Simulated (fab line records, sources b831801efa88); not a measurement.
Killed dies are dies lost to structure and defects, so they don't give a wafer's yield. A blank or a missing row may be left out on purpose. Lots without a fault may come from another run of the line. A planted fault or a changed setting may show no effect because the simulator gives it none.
Problem report in the 8D (eight disciplines) form, filled by code | flow sky130 | the parts of the form that need people (team, actions taken, sign-off) are left out

1. THE PROBLEM
LDD_HVN_TW at SKY_LDD_HVN_TW_MEAS_10 reads a mean of 533 on 3 wafers of 1 lot; wafers without a fault read 1437 with a standard deviation of 14. That is -65 standard deviations from the usual mean.
First seen on wafer L287.4, day 26 03:11, on film_metro-04. The record holds 39 wafers of 13 lots with a number at this step. Rule for "out", or "out of limits": more than 4 standard deviations from the usual mean. The other wafers with a number count as sound.

2. WHAT IT IS AND WHAT IT IS NOT
question                    | is                     | is not
which readings at this step | LDD_HVN_TW             | -
which lots                  | L287                   | L272, L274, L278, L279, L280, L281, L282, L283, L285, L293, L294, L295
which wafers of those lots  | all that have a number | -
read on which gauges        | film_metro-04          | film_metro-01, film_metro-02
when                        | from day 26 03:11      | up to then (27 sound wafers); but 9 sound wafers of L293, L294, L295 came after

3. SUSPECTS, AND WHAT RULES EACH OUT
Counting: a tool at a process step up to the reading stays a suspect if it ran every lot that is out and no sound lot after the first of them.
- the gauge at SKY_LDD_HVN_TW_MEAS_10: ruled out. All the wafers that are out were read on film_metro-04, but those of them that SKY_LDD_P_STRIP_10 has rows for are out there too, on other tools.
- rie_si-01 at SKY_POLY_GATE_ETCH_17 (etches poly-Si in HBr/Cl2, stops on SiO2, target depth 180 nm, time 70.5 s): ruled out as a lasting fault. Sound lots L293, L295 ran on it after its first lot that is out, L287 (day 22 05:47).
- plasma_asher-02 at SKY_LDD_N_STRIP_16 (strips in O2/N2): ruled out as a lasting fault. Sound lots L293, L294 ran on it after its first lot that is out, L287 (day 23 14:43).
- plasma_asher-04 at SKY_LDD_P_STRIP_10 (strips in O2/N2): kept. It ran the lot that is out, L287 (day 24 21:05), and no sound lot after that; its last sound lot up to then is L285 (day 24 10:45). Its own readings are out on those wafers: oes_product_au.
- plasma_asher-04 at SKY_LDD_HVN_STRIP_09 (strips in O2/N2): ruled out as a lasting fault. Sound lots L295 ran on it after its first lot that is out, L287 (day 26 03:05).
Left after counting: plasma_asher-04 at SKY_LDD_P_STRIP_10.

4. THE CAUSE (what the simulator had put in)
Strip aborted: plasma_asher-04, from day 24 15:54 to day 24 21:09, at SKY_LDD_P_STRIP_10. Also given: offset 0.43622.
Counting left only this tool.

5. THE CHAIN OF EFFECTS, in route order
Each row: a reading whose mean over the struck wafers that have a number lies more than 3 standard deviations from the usual. Only readings for which the record gives a usual standard deviation are gone through. hours: the time from each lot's start at the first step in this table that gives one to its start at this step, as a median over the lots. sigmas: the change in usual standard deviations.
hours | step                   | reading                  | usual      | on struck wafers | change | sigmas
0     | SKY_LDD_P_STRIP_10     | oes_product_au           | 0.716 a.u. | 0.950            | +0.234 | +54
30    | SKY_LDD_HVN_STRIP_09   | oes_product_au           | 0.408 a.u. | 0.507            | +0.099 | +21
30    | SKY_LDD_HVN_STRIP_09   | strip_time_to_endpoint_s | 4.132 s    | 6.507            | +2.375 | +99 or more
30    | SKY_LDD_HVN_TW_MEAS_10 | LDD_HVN_TW               | 1437       | 533              | -904   | -65
The process steps in it:
- SKY_LDD_P_STRIP_10: strips in O2/N2.
- SKY_LDD_HVN_STRIP_09: strips in O2/N2.
Readings that are blank on the struck wafers while sound wafers have them: strip_time_to_endpoint_s at SKY_LDD_P_STRIP_10.
Later measuring or inspecting steps at which every struck wafer that the step has a row for has a number for every such reading, and none has moved that far: SKY_LDD_HVP_TW_MEAS_10.

6. WHAT WOULD HAVE CAUGHT IT SOONER
In this record the first reading out of limits at a measuring or inspecting step was taken at day 26 03:11, 35 hours after the fault began at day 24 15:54.
The tool's own readings at SKY_LDD_P_STRIP_10 were out on every struck wafer that the step has a row for (oes_product_au): an alarm limit on them would have fired on the first of those.
All the lots that are out (1) had begun SKY_LDD_P_STRIP_10 on plasma_asher-04 by day 26 03:11. A hold on the tool at that time would have spared none of them.
